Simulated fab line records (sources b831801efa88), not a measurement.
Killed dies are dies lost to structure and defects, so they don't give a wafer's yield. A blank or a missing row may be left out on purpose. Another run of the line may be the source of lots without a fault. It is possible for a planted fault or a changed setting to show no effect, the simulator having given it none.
Which tool was responsible? || flow sky130 || 36 wafers from 12 lots sampled at 5 of the route's 708 steps

== WHAT EACH GAUGE READ, for each wafer ==
The record lacks any reading of a measuring or inspecting step that a usual standard deviation could be used to judge.

== WHICH TOOL RAN EACH LOT (tool, then ch and the chambers of the sampled wafers, then the start) ==
{"lot": "L115", "SKY_METAL4_SPUTTER_00": "pvd-sputter-02, day 40 16:45", "SKY_METAL4_SPUTTER_04": "pvd-sputter-02, day 40 16:51", "SKY_METAL4_ETCH_16": "rie-metal-01 ch 0,1, day 42 17:25", "SKY_METAL4_METAL_ETCH_18": "rie-metal-02 ch 0,1, day 42 17:33", "SKY_PAD_OPEN_PROBE_99": "-"}
{"lot": "L117", "SKY_METAL4_SPUTTER_00": "pvd-sputter-03, day 41 10:39", "SKY_METAL4_SPUTTER_04": "pvd-sputter-03, day 41 10:46", "SKY_METAL4_ETCH_16": "rie-metal-02 ch 0,1, day 43 10:44", "SKY_METAL4_METAL_ETCH_18": "rie-metal-04 ch 0,1, day 43 10:51", "SKY_PAD_OPEN_PROBE_99": "-"}
{"lot": "L118", "SKY_METAL4_SPUTTER_00": "pvd-sputter-01, day 41 18:53", "SKY_METAL4_SPUTTER_04": "pvd-sputter-01, day 41 18:59", "SKY_METAL4_ETCH_16": "rie-metal-01 ch 0,1, day 43 18:16", "SKY_METAL4_METAL_ETCH_18": "rie-metal-02 ch 0,1, day 43 18:23", "SKY_PAD_OPEN_PROBE_99": "-"}
{"lot": "L119", "SKY_METAL4_SPUTTER_00": "pvd-sputter-03, day 42 01:41", "SKY_METAL4_SPUTTER_04": "pvd-sputter-03, day 42 01:47", "SKY_METAL4_ETCH_16": "rie-metal-02 ch 0,1, day 44 01:28", "SKY_METAL4_METAL_ETCH_18": "rie-metal-01 ch 0,1, day 44 01:35", "SKY_PAD_OPEN_PROBE_99": "-"}
{"lot": "L120", "SKY_METAL4_SPUTTER_00": "pvd-sputter-02, day 42 07:26", "SKY_METAL4_SPUTTER_04": "pvd-sputter-02, day 42 07:33", "SKY_METAL4_ETCH_16": "rie-metal-02 ch 0,1, day 44 06:10", "SKY_METAL4_METAL_ETCH_18": "rie-metal-01 ch 0,1, day 44 06:17", "SKY_PAD_OPEN_PROBE_99": "-"}
{"lot": "L124", "SKY_METAL4_SPUTTER_00": "pvd-sputter-01, day 43 08:44", "SKY_METAL4_SPUTTER_04": "pvd-sputter-01, day 43 08:50", "SKY_METAL4_ETCH_16": "rie-metal-04 ch 0,1, day 45 06:46", "SKY_METAL4_METAL_ETCH_18": "rie-metal-02 ch 0,1, day 45 06:54", "SKY_PAD_OPEN_PROBE_99": "prober-01, day 48 20:40"}
{"lot": "L129", "SKY_METAL4_SPUTTER_00": "pvd-sputter-01, day 44 13:15", "SKY_METAL4_SPUTTER_04": "pvd-sputter-01, day 44 13:21", "SKY_METAL4_ETCH_16": "rie-metal-04 ch 0,1, day 46 08:23", "SKY_METAL4_METAL_ETCH_18": "rie-metal-02 ch 0,1, day 46 08:30", "SKY_PAD_OPEN_PROBE_99": "prober-02, day 49 18:56"}
{"lot": "L130", "SKY_METAL4_SPUTTER_00": "pvd-sputter-02, day 44 21:50", "SKY_METAL4_SPUTTER_04": "pvd-sputter-02, day 44 21:57", "SKY_METAL4_ETCH_16": "rie-metal-04 ch 0,1, day 46 16:13", "SKY_METAL4_METAL_ETCH_18": "rie-metal-02 ch 0,1, day 46 16:20", "SKY_PAD_OPEN_PROBE_99": "prober-01, day 50 01:31"}
{"lot": "L131", "SKY_METAL4_SPUTTER_00": "pvd-sputter-02, day 45 03:34", "SKY_METAL4_SPUTTER_04": "pvd-sputter-02, day 45 03:40", "SKY_METAL4_ETCH_16": "rie-metal-02 ch 0, day 46 22:25", "SKY_METAL4_METAL_ETCH_18": "rie-metal-01 ch 0, day 46 22:32", "SKY_PAD_OPEN_PROBE_99": "-"}
{"lot": "L133", "SKY_METAL4_SPUTTER_00": "pvd-sputter-02, day 45 17:53", "SKY_METAL4_SPUTTER_04": "pvd-sputter-02, day 45 17:59", "SKY_METAL4_ETCH_16": "rie-metal-02 ch 0,1, day 47 12:44", "SKY_METAL4_METAL_ETCH_18": "rie-metal-01 ch 0,1, day 47 12:51", "SKY_PAD_OPEN_PROBE_99": "-"}
{"lot": "L134", "SKY_METAL4_SPUTTER_00": "pvd-sputter-03, day 46 04:28", "SKY_METAL4_SPUTTER_04": "pvd-sputter-03, day 46 04:34", "SKY_METAL4_ETCH_16": "rie-metal-04 ch 0, day 47 22:25", "SKY_METAL4_METAL_ETCH_18": "rie-metal-01 ch 0,1, day 47 22:32", "SKY_PAD_OPEN_PROBE_99": "prober-01, day 51 01:36"}
{"lot": "L135", "SKY_METAL4_SPUTTER_00": "pvd-sputter-03, day 46 08:03", "SKY_METAL4_SPUTTER_04": "pvd-sputter-03, day 46 08:10", "SKY_METAL4_ETCH_16": "rie-metal-02 ch 0,1, day 48 00:32", "SKY_METAL4_METAL_ETCH_18": "rie-metal-01 ch 0,1, day 48 00:39", "SKY_PAD_OPEN_PROBE_99": "-"}
- SKY_METAL4_SPUTTER_00: material Ti, target thk 15 nm, time 10 s.
- SKY_METAL4_SPUTTER_04: material TiN, target thk 70 nm, time 58.3 s.
- SKY_METAL4_ETCH_16: etches BARC in N2/H2, stops on SiO2, time 88.2 s, target depth 60 nm.
- SKY_METAL4_METAL_ETCH_18: etches the open film in Cl2/BCl3, stops on SiO2, target depth 845 nm, time 183.1 s.
- SKY_PAD_OPEN_PROBE_99

== AS READ BY THE TOOLS THEMSELVES (means over the sampled wafers that have a number; for cases with no such wafer, the mark the record gives instead) ==
SKY_METAL4_SPUTTER_00. Usual: throttle-valve-pct 29.8 %, standard deviation 1.2.
{"lot": "L115", "tool": "pvd-sputter-02", "throttle-valve-pct (%)": 28.9, "flag": ""}
{"lot": "L117", "tool": "pvd-sputter-03", "throttle-valve-pct (%)": 29.5, "flag": ""}
{"lot": "L118", "tool": "pvd-sputter-01", "throttle-valve-pct (%)": 29.5, "flag": ""}
{"lot": "L119", "tool": "pvd-sputter-03", "throttle-valve-pct (%)": 31.2, "flag": ""}
{"lot": "L120", "tool": "pvd-sputter-02", "throttle-valve-pct (%)": 28.8, "flag": ""}
{"lot": "L124", "tool": "pvd-sputter-01", "throttle-valve-pct (%)": 29.4, "flag": ""}
{"lot": "L129", "tool": "pvd-sputter-01", "throttle-valve-pct (%)": 29.2, "flag": ""}
{"lot": "L130", "tool": "pvd-sputter-02", "throttle-valve-pct (%)": 30.6, "flag": ""}
{"lot": "L131", "tool": "pvd-sputter-02", "throttle-valve-pct (%)": 29.5, "flag": ""}
{"lot": "L133", "tool": "pvd-sputter-02", "throttle-valve-pct (%)": 30.4, "flag": ""}
{"lot": "L134", "tool": "pvd-sputter-03", "throttle-valve-pct (%)": 29.7, "flag": ""}
{"lot": "L135", "tool": "pvd-sputter-03", "throttle-valve-pct (%)": 31.9, "flag": ""}

SKY_METAL4_SPUTTER_04. Usual: throttle-valve-pct 29.8 %, standard deviation 1.3.
{"lot": "L115", "tool": "pvd-sputter-02", "throttle-valve-pct (%)": 28.9, "flag": ""}
{"lot": "L117", "tool": "pvd-sputter-03", "throttle-valve-pct (%)": 29.5, "flag": ""}
{"lot": "L118", "tool": "pvd-sputter-01", "throttle-valve-pct (%)": 29.5, "flag": ""}
{"lot": "L119", "tool": "pvd-sputter-03", "throttle-valve-pct (%)": 31.2, "flag": ""}
{"lot": "L120", "tool": "pvd-sputter-02", "throttle-valve-pct (%)": 29.0, "flag": ""}
{"lot": "L124", "tool": "pvd-sputter-01", "throttle-valve-pct (%)": 29.3, "flag": ""}
{"lot": "L129", "tool": "pvd-sputter-01", "throttle-valve-pct (%)": 29.2, "flag": ""}
{"lot": "L130", "tool": "pvd-sputter-02", "throttle-valve-pct (%)": 30.7, "flag": ""}
{"lot": "L131", "tool": "pvd-sputter-02", "throttle-valve-pct (%)": 29.3, "flag": ""}
{"lot": "L133", "tool": "pvd-sputter-02", "throttle-valve-pct (%)": 30.2, "flag": ""}
{"lot": "L134", "tool": "pvd-sputter-03", "throttle-valve-pct (%)": 29.4, "flag": ""}
{"lot": "L135", "tool": "pvd-sputter-03", "throttle-valve-pct (%)": 31.9, "flag": ""}

SKY_METAL4_ETCH_16. Usual: chamber-pressure-mTorr 30.002 mTorr, standard deviation 0.027; drypump-motor-current-A 5.7 A, standard deviation 0.34; oes-product-au 0.626 a.u., standard deviation 0.0049; throttle-valve-pct 13.206 %, standard deviation 0.0088.
{"lot": "L115", "tool": "rie-metal-01", "chamber-pressure-mTorr (mTorr)": 30.003, "drypump-motor-current-A (A)": 5.9, "oes-product-au (a.u.)": 0.619, "throttle-valve-pct (%)": 13.203, "flag": ""}
{"lot": "L117", "tool": "rie-metal-02", "chamber-pressure-mTorr (mTorr)": 30.002, "drypump-motor-current-A (A)": 5.5, "oes-product-au (a.u.)": 0.623, "throttle-valve-pct (%)": 13.209, "flag": ""}
{"lot": "L118", "tool": "rie-metal-01", "chamber-pressure-mTorr (mTorr)": 29.985, "drypump-motor-current-A (A)": 5.9, "oes-product-au (a.u.)": 0.623, "throttle-valve-pct (%)": 13.208, "flag": ""}
{"lot": "L119", "tool": "rie-metal-02", "chamber-pressure-mTorr (mTorr)": 29.992, "drypump-motor-current-A (A)": 5.8, "oes-product-au (a.u.)": 0.626, "throttle-valve-pct (%)": 13.208, "flag": ""}
{"lot": "L120", "tool": "rie-metal-02", "chamber-pressure-mTorr (mTorr)": 30.023, "drypump-motor-current-A (A)": 5.8, "oes-product-au (a.u.)": 0.630, "throttle-valve-pct (%)": 13.208, "flag": ""}
{"lot": "L124", "tool": "rie-metal-04", "chamber-pressure-mTorr (mTorr)": 30.004, "drypump-motor-current-A (A)": 5.7, "oes-product-au (a.u.)": 0.629, "throttle-valve-pct (%)": 13.214, "flag": ""}
{"lot": "L129", "tool": "rie-metal-04", "chamber-pressure-mTorr (mTorr)": 29.992, "drypump-motor-current-A (A)": 5.7, "oes-product-au (a.u.)": 0.625, "throttle-valve-pct (%)": 13.209, "flag": ""}
{"lot": "L130", "tool": "rie-metal-04", "chamber-pressure-mTorr (mTorr)": 30.001, "drypump-motor-current-A (A)": 6.0, "oes-product-au (a.u.)": 0.630, "throttle-valve-pct (%)": 13.211, "flag": ""}
{"lot": "L131", "tool": "rie-metal-02", "chamber-pressure-mTorr (mTorr)": 30.023, "drypump-motor-current-A (A)": 6.0, "oes-product-au (a.u.)": 0.626, "throttle-valve-pct (%)": 13.202, "flag": ""}
{"lot": "L133", "tool": "rie-metal-02", "chamber-pressure-mTorr (mTorr)": 29.983, "drypump-motor-current-A (A)": 5.8, "oes-product-au (a.u.)": 0.623, "throttle-valve-pct (%)": 13.206, "flag": ""}
{"lot": "L134", "tool": "rie-metal-04", "chamber-pressure-mTorr (mTorr)": 30.012, "drypump-motor-current-A (A)": 6.2, "oes-product-au (a.u.)": 0.627, "throttle-valve-pct (%)": 13.210, "flag": ""}
{"lot": "L135", "tool": "rie-metal-02", "chamber-pressure-mTorr (mTorr)": 30.035, "drypump-motor-current-A (A)": 5.8, "oes-product-au (a.u.)": 0.627, "throttle-valve-pct (%)": 13.207, "flag": ""}

SKY_METAL4_METAL_ETCH_18. Usual: chamber-pressure-mTorr 9.999 mTorr, standard deviation 0.0093; drypump-motor-current-A 5.7 A, standard deviation 0.34; oes-product-au 0.866 a.u., standard deviation 0.0064; throttle-valve-pct 22.264 %, standard deviation 0.0096.
{"lot": "L115", "tool": "rie-metal-02", "chamber-pressure-mTorr (mTorr)": 10.001, "drypump-motor-current-A (A)": 5.8, "oes-product-au (a.u.)": 0.868, "throttle-valve-pct (%)": 22.259, "flag": ""}
{"lot": "L117", "tool": "rie-metal-04", "chamber-pressure-mTorr (mTorr)": 10.006, "drypump-motor-current-A (A)": 5.7, "oes-product-au (a.u.)": 0.861, "throttle-valve-pct (%)": 22.267, "flag": ""}
{"lot": "L118", "tool": "rie-metal-02", "chamber-pressure-mTorr (mTorr)": 9.996, "drypump-motor-current-A (A)": 5.5, "oes-product-au (a.u.)": 0.869, "throttle-valve-pct (%)": 22.266, "flag": ""}
{"lot": "L119", "tool": "rie-metal-01", "chamber-pressure-mTorr (mTorr)": 10.001, "drypump-motor-current-A (A)": 5.6, "oes-product-au (a.u.)": 0.868, "throttle-valve-pct (%)": 22.259, "flag": ""}
{"lot": "L120", "tool": "rie-metal-01", "chamber-pressure-mTorr (mTorr)": 10.011, "drypump-motor-current-A (A)": 5.8, "oes-product-au (a.u.)": 0.879, "throttle-valve-pct (%)": 22.258, "flag": ""}
{"lot": "L124", "tool": "rie-metal-02", "chamber-pressure-mTorr (mTorr)": 10.003, "drypump-motor-current-A (A)": 5.8, "oes-product-au (a.u.)": 0.866, "throttle-valve-pct (%)": 22.265, "flag": ""}
{"lot": "L129", "tool": "rie-metal-02", "chamber-pressure-mTorr (mTorr)": 9.334, "drypump-motor-current-A (A)": 5.5, "oes-product-au (a.u.)": 0.863, "throttle-valve-pct (%)": 22.270, "flag": "OFF"}
{"lot": "L130", "tool": "rie-metal-02", "chamber-pressure-mTorr (mTorr)": 9.337, "drypump-motor-current-A (A)": 5.5, "oes-product-au (a.u.)": 0.861, "throttle-valve-pct (%)": 22.261, "flag": "OFF"}
{"lot": "L131", "tool": "rie-metal-01", "chamber-pressure-mTorr (mTorr)": 10.011, "drypump-motor-current-A (A)": 5.3, "oes-product-au (a.u.)": 0.859, "throttle-valve-pct (%)": 22.276, "flag": ""}
{"lot": "L133", "tool": "rie-metal-01", "chamber-pressure-mTorr (mTorr)": 9.992, "drypump-motor-current-A (A)": 5.8, "oes-product-au (a.u.)": 0.869, "throttle-valve-pct (%)": 22.268, "flag": ""}
{"lot": "L134", "tool": "rie-metal-01", "chamber-pressure-mTorr (mTorr)": 10.002, "drypump-motor-current-A (A)": 5.6, "oes-product-au (a.u.)": 0.861, "throttle-valve-pct (%)": 22.257, "flag": ""}
{"lot": "L135", "tool": "rie-metal-01", "chamber-pressure-mTorr (mTorr)": 10.001, "drypump-motor-current-A (A)": 5.8, "oes-product-au (a.u.)": 0.869, "throttle-valve-pct (%)": 22.271, "flag": ""}

SKY_PAD_OPEN_PROBE_99. Usual: defect-limited-yield 82.9 %, standard deviation 2.2; killed_at_M0_to_M3 42, standard deviation 7; killed_at_M4_up 2.8, standard deviation 1.8; killed-at-contacts 24, standard deviation 5.8; killed-at-front-end 15, standard deviation 4.8; killed-at-other 0.3, standard deviation 0.56; killed-dies 84, standard deviation 11; killed-open 46, standard deviation 7.8; killed-short 38, standard deviation 6.3; sort_bin_3_pad_short 0.8 %, standard deviation 0.43; sort_bin_5_function 10.2 %, standard deviation 1.6; sort_bin_6_memory 6.0 %, standard deviation 1.1; sort-n-pass 408, standard deviation 11; sort-yield-pct 82.9 %, standard deviation 2.2.
{"lot": "L124", "tool": "prober-01", "defect-limited-yield (%)": 83.3, "killed_at_M0_to_M3": 45, "killed_at_M4_up": 3.0, "killed-at-contacts": 17, "killed-at-front-end": 17, "killed-at-other": 0.7, "killed-dies": 82, "killed-open": 44, "killed-short": 38, "sort_bin_3_pad_short (%)": 0.6, "sort_bin_5_function (%)": 10.4, "sort_bin_6_memory (%)": 5.8, "sort-n-pass": 410, "sort-yield-pct (%)": 83.3, "flag": ""}
{"lot": "L129", "tool": "prober-02", "defect-limited-yield (%)": 84.4, "killed_at_M0_to_M3": 35, "killed_at_M4_up": 2.3, "killed-at-contacts": 25, "killed-at-front-end": 14, "killed-at-other": 0.3, "killed-dies": 77, "killed-open": 41, "killed-short": 36, "sort_bin_3_pad_short (%)": 0.7, "sort_bin_5_function (%)": 10.3, "sort_bin_6_memory (%)": 4.8, "sort-n-pass": 415, "sort-yield-pct (%)": 84.4, "flag": ""}
{"lot": "L130", "tool": "prober-01", "defect-limited-yield (%)": 83.4, "killed_at_M0_to_M3": 37, "killed_at_M4_up": 3.3, "killed-at-contacts": 28, "killed-at-front-end": 14, "killed-at-other": 0.0, "killed-dies": 82, "killed-open": 49, "killed-short": 32, "sort_bin_3_pad_short (%)": 0.9, "sort_bin_5_function (%)": 9.5, "sort_bin_6_memory (%)": 6.2, "sort-n-pass": 410, "sort-yield-pct (%)": 83.4, "flag": ""}
{"lot": "L134", "tool": "prober-01", "defect-limited-yield (%)": 81.6, "killed_at_M0_to_M3": 47, "killed_at_M4_up": 3.0, "killed-at-contacts": 22, "killed-at-front-end": 18, "killed-at-other": 1.0, "killed-dies": 90, "killed-open": 48, "killed-short": 41, "sort_bin_3_pad_short (%)": 0.7, "sort_bin_5_function (%)": 10.9, "sort_bin_6_memory (%)": 6.8, "sort-n-pass": 402, "sort-yield-pct (%)": 81.6, "flag": ""}

== THE ANSWER, worked out from the rows above alone ==
Rule: take the mean of a lot's wafers that have a number; if it is more than 3 standard deviations from the usual mean, the lot is off. A lot without any number at a reading at which 4 lots or more have one is off too. Where the step has rows for the other lots, those lots are counted as sound. The gauges are gone through in route order, then the tools' own readings, and for those a lot's mean is taken as printed above. The first step at which some lot is off is used, and at that step the reading that is off furthest; a lot without a number counts as furthest.
Off, at SKY_METAL4_METAL_ETCH_18 on chamber-pressure-mTorr: L129, L130.
A tool fits if, at that step or a process step before it, it ran every lot that is off, and no sound lot after the first of them. One fits: SKY_METAL4_METAL_ETCH_18 on rie-metal-02. A fault onset in the window from L124 (day 45 06:54, its last sound lot) to L129 (day 46 08:30, its first lot off) fits.
The tool's own readings at SKY_METAL4_METAL_ETCH_18 bear it out: on the lots that are off they differ by more than 5 times the standard deviation of the sound lots' means. chamber-pressure-mTorr reads 9.335 mTorr there against 10.002 mTorr on the sound lots.

== WHAT HAD BEEN PUT IN BY THE SIMULATOR ==
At SKY_METAL4_METAL_ETCH_18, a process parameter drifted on rie-metal-02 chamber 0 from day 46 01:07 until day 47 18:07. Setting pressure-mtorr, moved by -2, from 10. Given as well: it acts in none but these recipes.
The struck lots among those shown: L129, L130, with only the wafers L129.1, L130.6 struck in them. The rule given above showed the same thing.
